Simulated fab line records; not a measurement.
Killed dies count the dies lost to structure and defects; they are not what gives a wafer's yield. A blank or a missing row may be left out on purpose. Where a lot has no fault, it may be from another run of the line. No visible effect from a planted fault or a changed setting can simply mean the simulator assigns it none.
The tool behind it: which one? ; flow sky130 ; 14 lots, 40 wafers sampled, at 5 steps of a route of 708

## WHAT THE GAUGES READ, wafer by wafer
SKY_VT_ADJUST_LVTN_TW_MEAS_21.
lot;measured;on;VT_ADJUST_LVTN_2_TW
L824;day 7 18:47;film-metro-04;186.2 186.4 187.1
L825;day 7 22:24;film-metro-04;185.4 185.9 185.6
L834;day 10 10:40;film-metro-04;186.5 186.8
L835;day 10 20:35;film-metro-04;186.3 186.3
L836;day 11 01:01;film-metro-03;190.1 190.2 189.6
L837;day 11 07:33;film-metro-01;188.9 188.6 189.2
L838;day 11 12:49;film-metro-03;189.3 190.2 189.9
L841;day 12 10:56;film-metro-04;186.9 187.2 187.5
L842;day 12 20:49;film-metro-03;187.4 188.3 189.1
L843;day 13 06:01;film-metro-01;188.6 188.1 187.4
L844;day 13 08:54;film-metro-04;189.4 187.9 188.0
L845;day 13 11:25;film-metro-01;188.3 187.3 188.5
L846;day 13 21:28;film-metro-04;188.9 187.7 187.9
L847;day 14 04:46;film-metro-03;189.1 189.1 189.7

SKY_VT_ADJUST_NCORE_CD_MEAS_07 targets a cd of 380 nm.
lot;measured;on;cd-nm (nm)
L824;day 8 15:26;cd-sem-01;381.1 379.0 378.0
L825;day 8 19:50;cd-sem-01;379.8 377.3 375.4
L834;day 11 09:43;cd-sem-02;378.5 308.1
L835;day 11 20:21;cd-sem-01;380.9 307.4
L836;day 12 00:13;cd-sem-02;380.9 382.9 381.7
L837;day 12 07:28;cd-sem-01;385.5 384.5 384.9
L838;day 12 12:41;cd-sem-01;383.4 379.7 382.0
L841;day 13 12:41;cd-sem-02;379.0 377.1 377.3
L842;day 13 21:25;cd-sem-02;383.9 385.4 385.3
L843;day 14 07:22;cd-sem-01;377.8 379.8 379.4
L844;day 14 10:34;cd-sem-01;382.0 383.2 383.3
L845;day 14 13:25;cd-sem-02;378.2 378.4 376.8
L846;day 14 22:59;cd-sem-02;379.5 379.3 378.1
L847;day 15 06:37;cd-sem-01;384.9 383.6 382.6

SKY_SONOS_TUNNEL_CD_MEAS_07 targets a cd of 410 nm.
lot;measured;on;cd-nm (nm)
L824;day 11 10:11;cd-sem-02;408.1 408.7 407.7
L825;day 11 14:23;cd-sem-02;404.2 404.8 406.8
L834;day 14 14:09;cd-sem-01;408.2 409.5
L835;day 15 00:43;cd-sem-01;409.7 409.7
L836;day 15 05:26;cd-sem-02;409.7 411.3 412.5
L837;day 15 14:05;cd-sem-01;409.5 407.7 409.5
L838;day 15 20:23;cd-sem-01;410.2 408.7 408.1
L841;day 16 21:50;cd-sem-01;408.6 410.0 409.4
L842;day 17 07:34;cd-sem-01;411.3 408.4 411.5
L843;day 17 17:49;cd-sem-01;408.6 409.1 412.8
L844;day 17 22:19;cd-sem-01;411.1 410.6 410.8
L845;day 18 01:40;cd-sem-02;409.6 407.9 408.2
L846;day 18 12:59;cd-sem-01;410.7 408.8 410.2
L847;day 18 20:19;cd-sem-01;406.9 407.1 407.2

## TOOL THAT RAN EACH LOT (tool first, then ch and the chambers of the sampled wafers, then the start)
lot;SKY_DNWELL_STRIP_08;SKY_VT_ADJUST_NCORE_DEVELOP_06
L824;plasma-asher-03 ch 0,1, day 3 05:07;litho-track-04 ch 0, day 8 15:17
L825;plasma-asher-03 ch 0,1, day 3 09:03;litho-track-03 ch 0, day 8 19:41
L834;plasma-asher-01 ch 0,1, day 5 08:19;litho-track-01 ch 0, day 11 09:34
L835;plasma-asher-02 ch 1, day 5 17:01;litho-track-01 ch 0, day 11 20:13
L836;plasma-asher-02 ch 0,1, day 5 20:22;litho-track-03 ch 0, day 12 00:04
L837;plasma-asher-03 ch 0,1, day 6 01:46;litho-track-04 ch 0, day 12 07:19
L838;plasma-asher-02 ch 0,1, day 6 06:10;litho-track-04 ch 0, day 12 12:32
L841;plasma-asher-01 ch 0,1, day 6 23:21;litho-track-03 ch 0, day 13 12:32
L842;plasma-asher-03 ch 0,1, day 7 05:57;litho-track-03 ch 0, day 13 21:16
L843;plasma-asher-01 ch 0,1, day 7 12:31;litho-track-03 ch 0, day 14 07:13
L844;plasma-asher-03 ch 0,1, day 7 14:37;litho-track-03 ch 0, day 14 10:25
L845;plasma-asher-02 ch 0,1, day 7 17:45;litho-track-03 ch 0, day 14 13:16
L846;plasma-asher-01 ch 0,1, day 8 01:17;litho-track-04 ch 0, day 14 22:50
L847;plasma-asher-01 ch 0, day 8 08:07;litho-track-04 ch 0, day 15 06:28
- SKY_DNWELL_STRIP_08: strips in O2/N2.
- SKY_VT_ADJUST_NCORE_DEVELOP_06: develop time 60 s.

## WHAT THE TOOLS THEMSELVES READ (means of the sampled wafers that have a number; where no wafer has one, the mark that the record gives instead)
SKY_DNWELL_STRIP_08.
lot;tool;drypump-motor-current-A (A);oes-product-au (a.u.);strip-time-to-endpoint-s (s)
L824;plasma-asher-03;5.7;0.716;36.93
L825;plasma-asher-03;5.7;0.723;37.10
L834;plasma-asher-01;6.0;0.726;36.97
L835;plasma-asher-02;5.4;0.722;37.02
L836;plasma-asher-02;5.5;0.721;36.73
L837;plasma-asher-03;5.7;0.724;36.98
L838;plasma-asher-02;5.5;0.726;36.96
L841;plasma-asher-01;5.8;0.722;36.98
L842;plasma-asher-03;6.1;0.721;36.86
L843;plasma-asher-01;6.2;0.718;36.91
L844;plasma-asher-03;5.7;0.723;36.90
L845;plasma-asher-02;5.5;0.724;36.97
L846;plasma-asher-01;6.2;0.723;36.96
L847;plasma-asher-01;6.6;0.721;36.78

## THE ANSWER, worked out from the rows above alone
Rule: usual is defined by the lots themselves. The widest of any qualifying gaps counts: lots, ordered by their means at a reading, are off when they make up no more than a third of the lots, leave a main group of 4 or more, and stand apart from it by 3 or more times the standard deviation of that group's means. A main group is skipped when, at the precision printed for the reading in the tables above, its means are all equal. Also off: a lot with no number at a reading for which 4 or more lots have one. Any other lot the step has rows for is counted as sound. After the gauges, taken in route order, come the tools' own readings; for these a lot's mean is taken, as printed above. At the first step where some lot is off, the reading lying furthest off is the one used; lots without a number count as furthest.
Off, at SKY_VT_ADJUST_NCORE_CD_MEAS_07 on cd-nm: L834, L835. For the main group the mean is 380.9 nm and the standard deviation 2.7.
A tool fits if, at a process step before that reading, it ran every lot that is off, and no sound lot after the first of them. The gauges at SKY_VT_ADJUST_NCORE_CD_MEAS_07 are tried like those tools. One candidate fits, namely litho-track-01 at SKY_VT_ADJUST_NCORE_DEVELOP_06. It ran no sound lot before its first lot that is off in this sample, so the start can't be narrowed down.

## WHAT WAS PUT IN BY THE SIMULATOR
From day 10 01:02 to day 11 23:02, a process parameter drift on litho-track-01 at SKY_VT_ADJUST_NCORE_DEVELOP_06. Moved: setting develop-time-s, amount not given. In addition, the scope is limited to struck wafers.
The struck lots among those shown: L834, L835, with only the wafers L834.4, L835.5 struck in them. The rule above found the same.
